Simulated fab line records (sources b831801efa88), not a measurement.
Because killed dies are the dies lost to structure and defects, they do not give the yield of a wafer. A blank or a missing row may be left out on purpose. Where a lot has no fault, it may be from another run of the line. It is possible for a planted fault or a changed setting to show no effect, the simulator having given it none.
The tool behind it: which one?	flow sky130	at 1 step of a route of 708, 6 lots with 18 wafers sampled

== WHAT THE GAUGES SHOWED, per wafer ==
SKY_NWELL_OVL_MEAS_10.
lot	measured	on	NWELL_00_OVL (nm)
L574	day 5 08:53	overlay-02	-2.5 -1.8 -1.4
L577	day 6 19:31	overlay-01	0.2 1.3 0.7
L580	day 7 02:37	overlay-01	-0.6 -1.2 -2.0
L586	day 8 17:41	overlay-02	-2.1 -2.3 -3.0
L589	day 9 02:19	overlay-02	-3.6 -1.4 -3.0
L592	day 9 23:38	overlay-01	0.5 0.8 -0.3

== EACH LOT AND THE TOOL THAT RAN IT (in order: tool; ch and the chambers of the sampled wafers; start) ==
The record holds no process step before these readings.

== THE ANSWER, worked out from the rows above alone ==
Rule: the lots themselves supply what counts as usual. The widest of any qualifying gaps counts: lots, ordered by their means at a reading, are off when they make up no more than a third of the lots, leave a main group of 4 or more, and stand apart from it by 3 or more times the standard deviation of that group's means. The tables above print the reading to a certain number of digits; a main group whose means all agree to those digits is not used. Also off: a lot with no number at a reading for which 4 or more lots have one. Any other lot the step has rows for is counted as sound.
Across all readings shown, no lot is off: no conclusion can be drawn from this.

== WHAT THE SIMULATOR HAD INSERTED ==
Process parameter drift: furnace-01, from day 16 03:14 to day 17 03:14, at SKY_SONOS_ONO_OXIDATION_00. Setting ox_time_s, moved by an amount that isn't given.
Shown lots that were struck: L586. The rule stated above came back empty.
